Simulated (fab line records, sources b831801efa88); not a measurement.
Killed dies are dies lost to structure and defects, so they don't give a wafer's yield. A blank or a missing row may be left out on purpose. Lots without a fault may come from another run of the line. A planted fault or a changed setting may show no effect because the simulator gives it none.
A struck lot beside a sound one | flow gf180mcu | 14 steps out of a route of 602
Sound: wafers L346.2, L346.4, L346.6. Struck: wafers L362.3, L362.4, L362.6. The cause comes at the end.
At each step with rows: each side's tool, then ch and its chambers, then its first start. Under that, the readings that differ: sound wafers | struck wafers | difference of the means | sigmas: that difference in standard deviations of wafers without a fault.
alike: readings whose means differ by less than 2 such deviations, and words and numbers that are the same on both sides. not compared: withheld readings, readings that some wafer has no value for, bounds like >300 that may hide the same value, and numbers for which the record gives no deviation and whose values overlap.
The two part at a step that has a row with sigmas, a row that says differs or no value, or rows on one side only. Numbers that don't overlap but have no deviation are shown without sigmas and don't part them. A reading that every wafer of one side lacks parts them only if that side has two wafers or more.

first, 1 step without rows for these wafers: GF_HV_LDD_DEVELOP_06 (develop time 57.08 s).
GF_HV_LDD_CD_MEAS_07: target cd 400 nm.
  sound on cd_sem-01, day 10 09:26; struck on cd_sem-02, day 15 22:39
  alike: cd_nm
GF_HV_LDD_OVL_MEAS_08:
  sound on overlay-01, day 10 09:32; struck on overlay-01, day 15 22:44
  reading         | sound          | struck        | difference | sigmas
  HV_LDD_OVL (nm) | -3.7 -1.8 -2.7 | -0.7 0.7 -1.0 | +2.4       | +2
then, 1 step without rows for these wafers: GF_HV_LDD_IMPLANT_09.
GF_HV_LDD_STRIP_10: strips in O2/N2.
  sound on plasma_asher-02 ch 0,1, day 10 09:43; struck on plasma_asher-04 ch 0,1, day 15 22:57
  reading            | sound       | struck      | difference | sigmas
  heater_power_w (W) | 399 350 404 | 344 320 323 | -55        | -2
  alike: chamber_pressure_mTorr, drypump_motor_current_A, n2_flow_sccm, oes_product_au, strip_time_to_endpoint_s
  not compared: rf_hours_counter_h
GF_HV_LDD_TW_MEAS_11:
  sound on film_metro-01, day 10 09:50; struck on film_metro-03, day 15 23:02
  alike: HV_LDD_TW
then, 6 steps without rows for these wafers: GF_HV_LDD_DEHYDRATE_12 (time 60 s); GF_HV_LDD_HMDS_13 (prime time 60 s); GF_HV_LDD_COAT_14 (resist thk 1000 nm); GF_HV_LDD_SOFTBAKE_15 (time 60 s); GF_HV_LDD_EXPOSE_16 (exposes mask Pplus LV AREA, target cd 400 nm); GF_HV_LDD_PEB_17.
GF_HV_LDD_DEVELOP_18: develop time 60 s.
  sound on litho_track-03 ch 0, day 11 04:20; struck on litho_track-03, day 16 21:13
  no value came back on the struck wafers for chill_plate_temp_C (C), develop_time_s (s), exhaust_pa (Pa); on the sound wafers chill_plate_temp_C (C) reads 22.96 23.08 23.26
GF_HV_LDD_CD_MEAS_19: target cd 400 nm.
  sound on cd_sem-01, day 11 04:29; struck on cd_sem-02, day 16 21:21
  reading    | sound             | struck | difference                    | sigmas
  cd_nm (nm) | 397.4 397.1 399.8 | - - -  | no value on the struck wafers |

WHERE THEY PART
First at GF_HV_LDD_OVL_MEAS_08; last, within this record, at GF_HV_LDD_CD_MEAS_19.

WHY: what the simulator had put in
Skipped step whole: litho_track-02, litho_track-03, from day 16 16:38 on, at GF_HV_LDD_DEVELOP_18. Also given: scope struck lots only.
